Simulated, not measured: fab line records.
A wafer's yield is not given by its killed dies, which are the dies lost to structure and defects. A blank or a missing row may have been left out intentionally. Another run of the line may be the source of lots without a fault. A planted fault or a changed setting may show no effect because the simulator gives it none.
Chamber matching ; flow sky130 ; SKY_LI_CONTACT_ETCH_14 on rie-diel-02 has 4 sister chambers
The step etches BARC in N2/H2, stops on SiO2, time 45.9 s, target depth 60 nm. 8 wafers are shown with their chamber, then 8 later ones without.

## EACH WAFER AND ITS CHAMBER
wafer;chamber;oes-product-au (a.u.);h2-flow-sccm (sccm)
L269.5;0;0.866;200.4
L268.4;1;0.851;200.2
L273.4;1;0.853;200.8
L273.5;3;0.850;200.7
L276.1;2;0.855;200.1
L276.4;2;0.844;199.6
L276.6;0;0.857;199.6
L281.2;3;0.857;199.5

## WAFERS WHOSE CHAMBER IS MISSING
wafer;oes-product-au (a.u.);h2-flow-sccm (sccm)
L281.4;0.851;199.3
L281.5;0.852;200.6
L282.2;0.850;199.2
L282.4;0.852;199.0
L282.6;0.862;199.6
L285.1;0.847;199.7
L285.3;0.858;199.4
L285.4;0.853;199.6

## WHICH CHAMBER EACH WENT THROUGH
wafer;from the rows above;in truth
L281.4;can't be placed: 2 or 3 or 1 or 0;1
L281.5;can't be placed: 1 or 3 or 2 or 0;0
L282.2;can't be placed: 2 or 3 or 1 or 0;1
L282.4;can't be placed: 2 or 3 or 0 or 1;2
L282.6;can't be placed: 0 or 3 or 2 or 1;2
L285.1;can't be placed: 2 or 3 or 1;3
L285.3;can't be placed: 0 or 3 or 2 or 1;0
L285.4;can't be placed: 2 or 3 or 1 or 0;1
Correct placement for 0 of the 8. Cannot be placed on the basis of these rows: 8; the candidates contain the true chamber in 8. Placed wrongly: 0.
How it was worked out, from the rows above alone: a wafer's distance from a chamber is the root of the sum, over the readings, of the square of ((its reading less the chamber's mean) divided by the reading's scatter). If the next closest chamber is less than 2 further off than the closest, the wafer can't be placed; otherwise it belongs to the closest. For every chamber, the mean is computed from those of its wafers that are shown. The scatter: take each reading less its chamber's mean, square it, sum over the shown wafers, divide by the number of wafers less the number of chambers, and take the root.
